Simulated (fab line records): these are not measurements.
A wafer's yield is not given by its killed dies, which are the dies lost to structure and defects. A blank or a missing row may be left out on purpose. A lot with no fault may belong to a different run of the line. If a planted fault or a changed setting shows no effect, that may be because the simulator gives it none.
8D (eight disciplines) problem report, filled in by code / flow gf180mcu / the parts of the form that need people (team, actions taken, sign-off) are left out

1. THE ISSUE
run_length_s at GF_VT_IMPLANT_CLEAN_44 reads a mean of 98 s on 6 wafers of 2 lots; wafers without a fault read 178 s with a standard deviation of 4.1. That is -19 standard deviations from the usual mean.
The step: cleans in SC1/SC2, time 150 s.
First observed at day 12 13:34: wafer L700.1, on wet_bench-04. The record holds 42 wafers of 14 lots with a number at this step. By rule, "out" or "out of limits" means more than 4 standard deviations away from the usual mean. All remaining wafers that have a number are taken as sound.

2. WHAT THIS IS AND IS NOT
question=which readings at this step | is=run_length_s | is not=-
question=which lots | is=L700, L704 | is not=L682, L683, L684, L685, L686, L690, L692, L693, L695, L697, L702, L705
question=which wafers of those lots | is=all that have a number | is not=-
question=read on which tools | is=wet_bench-04 | is not=wet_bench-02, wet_bench-03
question=when | is=from day 12 13:34 | is not=up to then (30 sound wafers); but 6 sound wafers of L702, L705 came after

3. SUSPECTS, AND WHAT RULES EACH OUT
Counting: a tool stays on the suspect list if, at a process step up to the reading, it processed all lots that are out and no sound lot following the first of them.
- wet_bench-04 at GF_VT_IMPLANT_CLEAN_44 (cleans in SC1/SC2, time 150 s): kept. It ran every lot that is out, first L700 (day 12 13:34), and no sound lot after that; its last sound lot up to then is L695 (day 11 01:40). Out on those wafers are its own readings of run_length_s.
After counting, what remains is wet_bench-04 at GF_VT_IMPLANT_CLEAN_44.

4. THE CAUSE (what the simulator had put in)
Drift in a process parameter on wet_bench-04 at GF_VT_IMPLANT_CLEAN_44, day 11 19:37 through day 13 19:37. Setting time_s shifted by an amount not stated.
The count eliminated every tool but this one.

5. THE EFFECT CHAIN, in route order
Each row: a reading whose mean over the struck wafers that have a number lies more than 3 standard deviations from the usual. Scope: only readings with a usual standard deviation given in the record; hours: median across lots of the time from each lot's start at the first step in this table that gives one to its start at this step; sigmas: change in usual standard deviations.
hours=0; step=GF_VT_IMPLANT_CLEAN_44; reading=run_length_s; usual=178 s; on struck wafers=98; change=-80; sigmas=-19
The process steps in it:
- GF_VT_IMPLANT_CLEAN_44: cleans in SC1/SC2, time 150 s.
Later measuring or inspecting steps at which every struck wafer that the step has a row for has a number for every such reading, and none has moved that far: GF_VT_IMPLANT_RS_MEAS_47, GF_POLY_GATE_CD_MEAS_10.

6. WHAT WOULD HAVE CAUGHT IT SOONER
In this record the first reading out of limits was taken at day 12 13:34, 18 hours after the fault began at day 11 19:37.
